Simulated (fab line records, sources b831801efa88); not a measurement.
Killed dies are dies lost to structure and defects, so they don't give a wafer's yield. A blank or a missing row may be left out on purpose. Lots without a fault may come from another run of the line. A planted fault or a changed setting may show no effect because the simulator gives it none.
Which tool did it? | flow gf180mcu | 15 lots, 45 wafers sampled, at 1 step of a route of 602

WHAT THE GAUGES READ, wafer by wafer
GF_V2_RS_MEAS_24: measures by four-point-probe.
lot  | measured     | on            | V2_W_RS (ohm/sq)
L919 | day 20 06:11 | film_metro-04 | 0.331 0.327 0.329
L920 | day 20 16:35 | film_metro-01 | 0.327 0.329 0.328
L921 | day 21 07:50 | film_metro-04 | 0.327 0.335 0.329
L922 | day 21 11:25 | film_metro-03 | 0.333 0.328 0.329
L923 | day 22 02:53 | film_metro-01 | 0.327 0.324 0.334
L924 | day 22 13:18 | film_metro-04 | 0.332 0.329 0.332
L925 | day 22 22:52 | film_metro-03 | 0.330 0.327 0.329
L932 | day 25 03:50 | film_metro-01 | 0.326 0.334 0.331
L933 | day 25 10:01 | film_metro-01 | 0.335 0.327 0.334
L935 | day 26 01:58 | film_metro-03 | 0.328 0.332 0.329
L936 | day 26 06:30 | film_metro-01 | 0.322 0.320 0.328
L939 | day 27 07:33 | film_metro-04 | 0.327 0.320 0.326
L940 | day 27 11:32 | film_metro-01 | 0.329 0.330 0.337
L941 | day 27 13:48 | film_metro-01 | 0.336 0.330 0.335
L942 | day 28 01:16 | film_metro-03 | 0.323 0.333 0.331

WHICH TOOL RAN EACH LOT (tool, then ch and the chambers of the sampled wafers, then the start)
The record holds no process step before these readings.

WHAT THE TOOLS THEMSELVES READ (means of the sampled wafers that have a number; where no wafer has one, the mark that the record gives instead)
The record holds no such reading with a usual standard deviation.

THE ANSWER, worked out from the rows above alone
Rule: what is usual is taken from the lots themselves. Put in order of their means at a reading, lots are off if they are a third of the lots or fewer, leave a main group of 4 or more, and stand apart from it by a gap of 3 or more times the standard deviation of the main group's means; of several such gaps the widest counts. A main group whose means are all the same, to the digits that the tables above print for the reading, isn't used. A lot without any number at a reading at which 4 lots or more have one is off too. The other lots that the step has rows for count as sound. The gauges are gone through in route order, then the tools' own readings, and for those a lot's mean is taken as printed above. The first step at which some lot is off is used, and at that step the reading that is off furthest; a lot without a number counts as furthest.
No lot is off at any reading shown: from this, nothing can be told.

WHAT THE SIMULATOR HAD PUT IN
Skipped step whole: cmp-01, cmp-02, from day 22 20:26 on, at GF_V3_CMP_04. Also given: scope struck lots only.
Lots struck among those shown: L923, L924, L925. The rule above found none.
